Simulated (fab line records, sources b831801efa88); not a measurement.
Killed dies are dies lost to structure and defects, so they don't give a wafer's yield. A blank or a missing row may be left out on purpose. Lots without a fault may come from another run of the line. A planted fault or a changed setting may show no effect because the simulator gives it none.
Which tool did it? | flow sky130 | 6 lots, 18 wafers sampled, at 2 steps of a route of 708

WHAT THE GAUGES READ, wafer by wafer
SKY_VIA3_BOW_MEAS_03.
lot  | measured     | on            | VIA3_BOW (um)
L950 | day 38 21:45 | film_metro-02 | 74 77 76
L952 | day 39 12:06 | film_metro-04 | 82 79 89
L953 | day 40 07:53 | film_metro-02 | 89 94 82
L955 | day 40 11:07 | film_metro-04 | 87 84 86
L957 | day 40 22:41 | film_metro-03 | 84 81 78
L968 | day 44 02:06 | film_metro-02 | 84 74 78

WHICH TOOL RAN EACH LOT (tool, then ch and the chambers of the sampled wafers, then the start)
lot  | SKY_CONTACT_CLEAN_22
L950 | wet_bench-04 ch 3, day 32 06:09
L952 | wet_bench-02 ch 3, day 32 19:55
L953 | wet_bench-04 ch 1, day 33 11:55
L955 | wet_bench-02 ch 3, day 33 19:38
L957 | wet_bench-04 ch 3, day 34 08:42
L968 | wet_bench-03 ch 3, day 37 15:32
- SKY_CONTACT_CLEAN_22: cleans in O3/DIW.

THE ANSWER, worked out from the rows above alone
Rule: what is usual is taken from the lots themselves. Put in order of their means at a reading, lots are off if they are a third of the lots or fewer, leave a main group of 4 or more, and stand apart from it by a gap of 3 or more times the standard deviation of the main group's means; of several such gaps the widest counts. A main group whose means are all the same, to the digits that the tables above print for the reading, isn't used. A lot without any number at a reading at which 4 lots or more have one is off too. The other lots that the step has rows for count as sound.
No lot is off at any reading shown: from this, nothing can be told.

WHAT THE SIMULATOR HAD PUT IN
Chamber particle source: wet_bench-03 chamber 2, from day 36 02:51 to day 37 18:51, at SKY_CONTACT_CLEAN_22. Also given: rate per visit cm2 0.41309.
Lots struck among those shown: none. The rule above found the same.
